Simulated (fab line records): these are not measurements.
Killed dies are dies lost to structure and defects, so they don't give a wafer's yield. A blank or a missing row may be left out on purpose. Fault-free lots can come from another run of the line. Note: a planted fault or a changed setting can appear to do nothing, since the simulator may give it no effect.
What tool caused it? + flow sky130 + 6 lots with 18 wafers sampled at 2 steps, on a route of 708 steps

== WHAT THE GAUGES READ, wafer by wafer ==
SKY_CAPM_OVL_MEAS_12.
| lot  | measured     | on         | CAPM_OVL (nm)  |
|------|--------------|------------|----------------|
| L598 | day 37 21:26 | overlay-02 | 1.1 -0.3 0.6   |
| L600 | day 38 03:01 | overlay-01 | -1.0 2.0 0.8   |
| L611 | day 41 14:09 | overlay-02 | -5.5 -5.1 -3.8 |
| L614 | day 42 15:05 | overlay-02 | -1.2 -3.6 -2.2 |
| L616 | day 43 03:10 | overlay-01 | -2.5 -1.6 -0.9 |
| L618 | day 43 16:01 | overlay-02 | -4.3 -2.6 -2.2 |

== EACH LOT AND THE TOOL THAT RAN IT (in order: tool; ch and the chambers of the sampled wafers; start) ==
| lot  | SKY_METAL3_SPUTTER_01        |
|------|------------------------------|
| L598 | pvd-sputter-04, day 36 20:13 |
| L600 | pvd-sputter-01, day 37 01:07 |
| L611 | pvd-sputter-03, day 40 14:38 |
| L614 | pvd-sputter-03, day 41 16:08 |
| L616 | pvd-sputter-04, day 42 03:59 |
| L618 | pvd-sputter-03, day 42 16:09 |
- SKY_METAL3_SPUTTER_01: material TiN, target thk 20 nm, time 16.7 s.

== THE ANSWER, worked out from the rows above alone ==
Rule: the usual values come from the lots themselves. The widest of any qualifying gaps counts: lots, ordered by their means at a reading, are off when they make up no more than a third of the lots, leave a main group of 4 or more, and stand apart from it by 3 or more times the standard deviation of that group's means. A main group whose means are all the same, to the digits that the tables above print for the reading, isn't used. A lot without any number at a reading at which 4 lots or more have one is off too. All remaining lots with rows at the step are treated as sound.
No lot is off on any of the readings shown, so nothing can be concluded from this.

== WHAT THE SIMULATOR HAD PUT IN ==
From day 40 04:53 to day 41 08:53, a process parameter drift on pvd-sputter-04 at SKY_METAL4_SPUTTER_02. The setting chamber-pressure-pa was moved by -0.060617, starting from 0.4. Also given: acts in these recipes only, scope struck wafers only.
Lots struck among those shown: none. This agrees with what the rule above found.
